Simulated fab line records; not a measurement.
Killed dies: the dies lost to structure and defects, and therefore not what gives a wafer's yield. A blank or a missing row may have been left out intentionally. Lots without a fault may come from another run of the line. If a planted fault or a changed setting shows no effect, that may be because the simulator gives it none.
Shared-tool check | flow sky130 | 12 lots and 39 wafers in the sample

## WHY THIS WAS OPENED
At SKY_POLY_GATE_CD_MEAS_13 the reading cd nm is flagged on 1 of 12 lots. No-fault wafers: 150.1 nm, standard deviation 1.2.
Rule: flag the lot when none of its wafers has a number, or when each of its wafers that has one lies beyond 4 standard deviations from that mean. The other lots count as sound.

lot  | measured     | on        | cd nm (nm), wafer by wafer          | flag
L266 | day 15 19:14 | cd sem-02 | 149.2 150.1 150.4                   |
L267 | day 16 07:39 | cd sem-01 | 151.1 151.0 150.4                   |
L269 | day 17 04:29 | cd sem-01 | 159.8 161.8 161.9 159.8 161.7 161.8 | FLAGGED
L271 | day 18 13:03 | cd sem-02 | 150.7 152.4 153.1                   |
L280 | day 21 10:34 | cd sem-02 | 151.0 150.6 151.1                   |
L283 | day 22 06:05 | cd sem-01 | 149.6 149.6 148.7                   |
L282 | day 22 11:35 | cd sem-01 | 149.7 150.0 150.6                   |
L284 | day 23 00:06 | cd sem-02 | 151.5 150.6 150.1                   |
L286 | day 24 09:04 | cd sem-02 | 150.9 151.0 150.9                   |
L287 | day 25 02:14 | cd sem-01 | 148.6 149.1 147.9                   |
L288 | day 25 03:50 | cd sem-02 | 148.6 148.9 147.9                   |
L289 | day 25 10:16 | cd sem-02 | 150.0 148.9 150.1                   |
On average the flagged lots' numbers are 161.1 nm, which is +11.0 nm against the usual, or +9 standard deviations.

## WHICH TOOL EACH LOT WENT THROUGH
The record keeps 1 process step preceding the reading, out of 708 steps on the route. Cell contents, in order: the tool; ch with the chambers the sampled wafers went through; the start.
lot  | flag    | SKY_POLY_GATE_EXPOSE_10
L266 |         | krf scanner-02 ch 0, day 15 05:31
L267 |         | krf scanner-01 ch 0, day 15 18:25
L269 | FLAGGED | krf scanner-01 ch 0, day 16 14:46
L271 |         | krf scanner-02 ch 0, day 17 22:42
L280 |         | krf scanner-01 ch 0, day 20 19:18
L283 |         | krf scanner-01 ch 0, day 21 15:07
L282 |         | krf scanner-01 ch 0, day 21 20:36
L284 |         | krf scanner-01 ch 0, day 22 09:11
L286 |         | krf scanner-01 ch 0, day 23 18:48
L287 |         | krf scanner-02 ch 0, day 24 11:48
L288 |         | krf scanner-02 ch 0, day 24 13:34
L289 |         | krf scanner-02 ch 0, day 24 19:34
What the steps here do:
- SKY_POLY_GATE_EXPOSE_10: exposes mask P1M, target cd 150 nm.
- SKY_POLY_GATE_CD_MEAS_13: target cd 150 nm.

## FLAGGED OVER TOTAL, TOOL BY TOOL (the gauges that took the reading come last)
step                     | tool           | lots run | flagged | share of the flagged lots | sound lots run after its first flagged lot
SKY_POLY_GATE_EXPOSE_10  | krf scanner-01 | 7        | 1       | all                       | 5 (L280,L283,L282,L284,L286)
SKY_POLY_GATE_EXPOSE_10  | krf scanner-02 | 5        | 0       | none                      | -
SKY_POLY_GATE_CD_MEAS_13 | cd sem-01      | 5        | 1       | all                       | 3 (L283,L282,L287)
SKY_POLY_GATE_CD_MEAS_13 | cd sem-02      | 7        | 0       | none                      | -

## WHAT IS ALLOWED BY THE TABLE
2 rows of the table ran every flagged lot: krf scanner-01 at SKY_POLY_GATE_EXPOSE_10, cd sem-01 at SKY_POLY_GATE_CD_MEAS_13.
- krf scanner-01 at SKY_POLY_GATE_EXPOSE_10 ran 7 lots, 1 of them flagged. Sound lots followed the first flagged one (L280, L283, L282, L284, L286) on it, something a lasting fault affecting the whole tool could not allow.
- cd sem-01 at SKY_POLY_GATE_CD_MEAS_13 ran 5 lots, 1 of them flagged. Sound lots followed the first flagged one (L283, L282, L287) on it, something a lasting fault affecting the whole tool could not allow.
There is no row in the table that ran each flagged lot and no sound lot after the first.

## WHAT HAD BEEN PUT IN BY THE SIMULATOR
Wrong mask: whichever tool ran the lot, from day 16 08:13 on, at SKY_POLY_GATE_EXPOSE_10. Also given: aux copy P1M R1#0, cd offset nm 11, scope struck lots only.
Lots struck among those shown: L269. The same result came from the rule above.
